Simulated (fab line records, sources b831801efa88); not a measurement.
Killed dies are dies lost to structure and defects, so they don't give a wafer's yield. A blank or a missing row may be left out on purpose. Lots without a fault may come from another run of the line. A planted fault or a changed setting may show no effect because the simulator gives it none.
Chamber matching | flow sky130 | SKY_VIA4_CMP_02 on cmp-01: 4 sister chambers
The step polishes SiO2. 18 wafers are shown with their chamber, then 9 later ones without.

WAFERS WITH THEIR CHAMBER
wafer  | chamber | motor_current_A (A)
L780.1 | 2       | 10.9
L780.2 | 1       | 11.7
L780.5 | 3       | 11.6
L781.2 | 0       | 12.9
L781.3 | 1       | 12.3
L781.4 | 2       | 11.4
L782.2 | 1       | 12.3
L782.5 | 2       | 10.6
L782.6 | 1       | 12.5
L786.1 | 0       | 12.6
L786.2 | 1       | 12.2
L786.5 | 2       | 10.6
L788.2 | 1       | 11.4
L788.3 | 2       | 10.9
L788.4 | 0       | 13.7
L791.2 | 0       | 13.3
L791.5 | 0       | 12.6
L791.6 | 1       | 12.2

SIGNATURES (means of the wafers above)
reading         | chamber 0 | chamber 1 | chamber 2 | chamber 3 | scatter within a chamber
motor_current_A | 13.020    | 12.086    | 10.880    | 11.600    | 0.4
Rule: a wafer's distance from a chamber is the root of the sum, over the readings, of the square of ((its reading less the chamber's mean) divided by the reading's scatter). The wafer belongs to the nearest chamber; if the next one is less than 2 further off, it can't be placed. The scatter: the root of (the sum of the squares of (reading less its chamber's mean) over the shown wafers, divided by (wafers less chambers)).

WAFERS WITHOUT THEIR CHAMBER
wafer  | motor_current_A (A)
L793.2 | 11.1
L793.4 | 12.8
L793.5 | 11.5
L801.2 | 11.8
L801.3 | 11.6
L801.6 | 13.5
L800.1 | 11.6
L800.2 | 12.6
L800.3 | 11.5

WHICH CHAMBER EACH WENT THROUGH
wafer  | from the rows above          | in truth
L793.2 | can't be placed: 2 or 3 or 1 | 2
L793.4 | can't be placed: 0 or 1      | 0
L793.5 | can't be placed: 3 or 1 or 2 | 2
L801.2 | can't be placed: 3 or 1 or 2 | 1
L801.3 | can't be placed: 3 or 1 or 2 | 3
L801.6 | 0                            | 0
L800.1 | can't be placed: 3 or 1 or 2 | 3
L800.2 | can't be placed: 0 or 1 or 3 | 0
L800.3 | can't be placed: 3 or 1 or 2 | 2
Placed correctly: 1 of 9. Can't be placed from these rows: 8 (the true chamber is among the candidates in 8). Placed wrongly: 0.
